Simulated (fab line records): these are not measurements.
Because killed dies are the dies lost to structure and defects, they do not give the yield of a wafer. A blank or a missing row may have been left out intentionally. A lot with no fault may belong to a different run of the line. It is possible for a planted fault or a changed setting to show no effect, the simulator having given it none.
What tool caused it? :: flow gf180mcu :: Sampling: 7 lots, 21 wafers, 3 of 602 route steps

## WHAT THE GAUGES SHOWED, per wafer
GF_V1_OVL_MEAS_15.
lot: L134
measured: day 20 13:37
on: overlay-02
V1_OVL (nm): - - -

lot: L138
measured: day 22 07:56
on: overlay-02
V1_OVL (nm): 16 -1 10

lot: L141
measured: day 22 22:19
on: overlay-02
V1_OVL (nm): -4 -3 0

lot: L145
measured: day 24 02:14
on: overlay-01
V1_OVL (nm): 7 -3 1

lot: L147
measured: day 25 00:43
on: overlay-01
V1_OVL (nm): 3 -1 -7

lot: L149
measured: day 25 15:42
on: overlay-01
V1_OVL (nm): -2 0 -9

lot: L151
measured: day 26 01:59
on: overlay-01
V1_OVL (nm): 6 1 5

## EACH LOT AND THE TOOL THAT RAN IT (in order: tool; ch and the chambers of the sampled wafers; start)
lot: L134
GF_CONTACT_CVD_24: cvd-w-02 ch 0,1, day 18 11:07
GF_V1_EXPOSE_11: krf-scanner-01, day 20 01:56

lot: L138
GF_CONTACT_CVD_24: cvd-w-02 ch 0,1, day 20 04:23
GF_V1_EXPOSE_11: krf-scanner-01 ch 0, day 21 19:46

lot: L141
GF_CONTACT_CVD_24: cvd-w-02 ch 0,1, day 20 21:52
GF_V1_EXPOSE_11: krf-scanner-02 ch 0, day 22 11:02

lot: L145
GF_CONTACT_CVD_24: cvd-w-02 ch 0,1, day 22 04:04
GF_V1_EXPOSE_11: krf-scanner-02 ch 0, day 23 16:01

lot: L147
GF_CONTACT_CVD_24: cvd-w-01 ch 0,1, day 23 01:58
GF_V1_EXPOSE_11: krf-scanner-01 ch 0, day 24 14:01

lot: L149
GF_CONTACT_CVD_24: cvd-w-02 ch 0,1, day 23 16:38
GF_V1_EXPOSE_11: krf-scanner-01 ch 0, day 25 05:03

lot: L151
GF_CONTACT_CVD_24: cvd-w-02 ch 0,1, day 24 04:04
GF_V1_EXPOSE_11: krf-scanner-02 ch 0, day 25 15:20
- GF_CONTACT_CVD_24: deposits W, target thk 300 nm, time 90.339 s.
- GF_V1_EXPOSE_11: exposes mask Via1, target cd 260 nm.

## THE ANSWER, worked out from the rows above alone
Rule: what is usual is taken from the lots themselves. Put in order of their means at a reading, lots are off if they are a third of the lots or fewer, leave a main group of 4 or more, and stand apart from it by a gap of 3 or more times the standard deviation of the main group's means; of several such gaps the widest counts. The tables above print the reading to a certain number of digits; a main group whose means all agree to those digits is not used. A lot without any number at a reading at which 4 lots or more have one is off too. The other lots that the step has rows for count as sound.
Off: L134, seen at GF_V1_OVL_MEAS_15 (V1_OVL). Without a number there: L134. Main group: mean 1 nm, sd 4.1.
A tool fits if, at a process step before that reading, it ran every lot that is off, and no sound lot after the first of them. Gauges at GF_V1_OVL_MEAS_15: tried the same way as those tools. None of those tried fits.

## WHAT THE SIMULATOR PUT IN
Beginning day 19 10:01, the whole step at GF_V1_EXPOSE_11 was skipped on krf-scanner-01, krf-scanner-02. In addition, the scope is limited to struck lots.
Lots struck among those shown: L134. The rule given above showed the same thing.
